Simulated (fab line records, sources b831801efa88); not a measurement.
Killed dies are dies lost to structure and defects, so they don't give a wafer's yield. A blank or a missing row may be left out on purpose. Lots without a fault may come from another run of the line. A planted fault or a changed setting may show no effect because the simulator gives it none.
Which tool did it? | flow sky130 | 12 lots, 36 wafers sampled, at 4 steps of a route of 708

WHAT THE GAUGES READ, wafer by wafer
SKY_METAL1_OVL_MEAS_16. Usual: METAL1_OVL 0 nm, standard deviation 5.5.
lot  | measured     | on         | METAL1_OVL (nm) | flag
L781 | day 32 21:00 | overlay-02 | -6 -5 -11       |
L784 | day 33 16:21 | overlay-01 | 6 1 3           |
L786 | day 34 07:10 | overlay-01 | 2 7 -1          |
L788 | day 35 04:01 | overlay-02 | 1 0 0           |
L789 | day 35 09:49 | overlay-01 | 3 -9 -7         |
L790 | day 35 20:01 | overlay-01 | 4 4 7           |
L792 | day 36 12:37 | overlay-02 | -5 6 4          |
L793 | day 36 16:03 | overlay-01 | 2 -1 8          |
L795 | day 37 06:07 | overlay-01 | 4 5 4           |
L797 | day 38 02:52 | overlay-02 | -6 -4 -12       |
L800 | day 38 23:57 | overlay-01 | -13 -12 -8      |
L804 | day 40 01:55 | overlay-01 | 0 -9 0          |

SKY_VIA2_THK_MEAS_23: measures by xrf. Usual: VIA2_W_THK 414 nm, standard deviation 9.9.
lot  | measured     | on            | VIA2_W_THK (nm) | flag
L781 | day 36 10:41 | film_metro-03 | 415 420 417     |
L784 | day 37 04:23 | film_metro-03 | 409 409 419     |
L786 | day 37 19:25 | film_metro-01 | 398 410 410     |
L788 | day 38 16:13 | film_metro-01 | 401 414 405     |
L789 | day 38 21:18 | film_metro-01 | 406 418 407     |
L790 | day 39 05:46 | film_metro-01 | 402 402 403     |
L792 | day 39 22:54 | film_metro-02 | 431 432 423     |
L793 | day 40 02:03 | film_metro-02 | 419 424 419     |
L795 | day 40 15:09 | film_metro-01 | 405 398 405     |
L797 | day 41 10:37 | film_metro-03 | 419 426 422     |
L800 | day 42 08:11 | film_metro-02 | 424 418 423     |
L804 | day 43 08:03 | film_metro-02 | 431 430 435     |

WHICH TOOL RAN EACH LOT (tool, then ch and the chambers of the sampled wafers, then the start)
lot  | SKY_VIA2_CMP_02               | SKY_VIA2_SPUTTER_20
L781 | cmp-02 ch 0,3, day 35 06:49   | pvd_sputter-03, day 36 10:22
L784 | cmp-01 ch 0,1,2, day 36 00:35 | pvd_sputter-03, day 37 04:04
L786 | cmp-02 ch 0,1,3, day 36 16:04 | pvd_sputter-03, day 37 19:06
L788 | cmp-02 ch 1,2, day 37 12:40   | pvd_sputter-04, day 38 15:53
L789 | cmp-02 ch 0,1,2, day 37 18:24 | pvd_sputter-02, day 38 20:59
L790 | cmp-01 ch 0,1,3, day 38 03:31 | pvd_sputter-03, day 39 05:26
L792 | cmp-01 ch 1,2,3, day 38 21:14 | pvd_sputter-03, day 39 22:35
L793 | cmp-02 ch 0,1,2, day 39 00:12 | pvd_sputter-02, day 40 01:44
L795 | cmp-02 ch 0,2,3, day 39 12:53 | pvd_sputter-03, day 40 14:49
L797 | cmp-02 ch 1,2,3, day 40 09:05 | pvd_sputter-02, day 41 10:18
L800 | cmp-01 ch 0,2,3, day 41 05:19 | pvd_sputter-04, day 42 07:53
L804 | cmp-01 ch 0,2,3, day 42 07:25 | pvd_sputter-04, day 43 07:44
- SKY_VIA2_CMP_02: polishes SiO2.
- SKY_VIA2_SPUTTER_20: material TiN, target thk 20 nm, time 80 s.

WHAT THE TOOLS THEMSELVES READ (means of the sampled wafers that have a number; where no wafer has one, the mark that the record gives instead)
SKY_VIA2_CMP_02. Usual: head_pressure_psi 4.000 psi, standard deviation 0.0088; motor_current_A 12.6 A, standard deviation 1.2; platen_rpm 60.00 rpm, standard deviation 0.041.
lot  | tool   | head_pressure_psi (psi) | motor_current_A (A) | platen_rpm (rpm) | flag
L781 | cmp-02 | 4.001                   | 13.2                | 60.01            |
L784 | cmp-01 | 3.991                   | 12.0                | 60.00            |
L786 | cmp-02 | 4.005                   | 12.1                | 59.97            |
L788 | cmp-02 | 3.997                   | 13.0                | 59.98            |
L789 | cmp-02 | 4.004                   | 12.8                | 59.97            |
L790 | cmp-01 | 4.008                   | 12.7                | 59.97            |
L792 | cmp-01 | 4.004                   | 11.2                | 60.00            |
L793 | cmp-02 | 4.001                   | 13.1                | 59.96            |
L795 | cmp-02 | 4.000                   | 13.3                | 59.96            |
L797 | cmp-02 | 3.990                   | 13.0                | 57.98            | OFF
L800 | cmp-01 | 4.000                   | 12.0                | 60.02            |
L804 | cmp-01 | 4.002                   | 12.0                | 59.99            |

SKY_VIA2_SPUTTER_20. Usual: throttle_valve_pct 30.3 %, standard deviation 0.66.
lot  | tool           | throttle_valve_pct (%) | flag
L781 | pvd_sputter-03 | 30.4                   |
L784 | pvd_sputter-03 | 30.9                   |
L786 | pvd_sputter-03 | 31.1                   |
L788 | pvd_sputter-04 | 29.9                   |
L789 | pvd_sputter-02 | 30.3                   |
L790 | pvd_sputter-03 | 30.7                   |
L792 | pvd_sputter-03 | 30.4                   |
L793 | pvd_sputter-02 | 30.5                   |
L795 | pvd_sputter-03 | 30.6                   |
L797 | pvd_sputter-02 | 30.3                   |
L800 | pvd_sputter-04 | 30.3                   |
L804 | pvd_sputter-04 | 30.3                   |

THE ANSWER, worked out from the rows above alone
Rule: a lot is off if the mean of its wafers that have a number lies more than 3 standard deviations from the usual mean. A lot without any number at a reading at which 4 lots or more have one is off too. The other lots that the step has rows for count as sound. The gauges are gone through in route order, then the tools' own readings, and for those a lot's mean is taken as printed above. The first step at which some lot is off is used, and at that step the reading that is off furthest; a lot without a number counts as furthest.
Off: L797, at SKY_VIA2_CMP_02 (platen_rpm).
A tool fits if, at that step or a process step before it, it ran every lot that is off, and no sound lot after the first of them. One fits: cmp-02 at SKY_VIA2_CMP_02. Its last sound lot is L795 (day 39 12:53), its first lot that is off L797 (day 40 09:05): a fault that began between those two fits.
The tool's own readings at SKY_VIA2_CMP_02 bear it out: on the lots that are off they differ by more than 5 times the standard deviation of the sound lots' means. platen_rpm reads 57.98 rpm there against 59.98 rpm on the sound lots.

WHAT THE SIMULATOR HAD PUT IN
Process parameter drift: cmp-02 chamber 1, from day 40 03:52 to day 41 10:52, at SKY_VIA2_CMP_02. Setting platen_rpm, moved by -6, from 60. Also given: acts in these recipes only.
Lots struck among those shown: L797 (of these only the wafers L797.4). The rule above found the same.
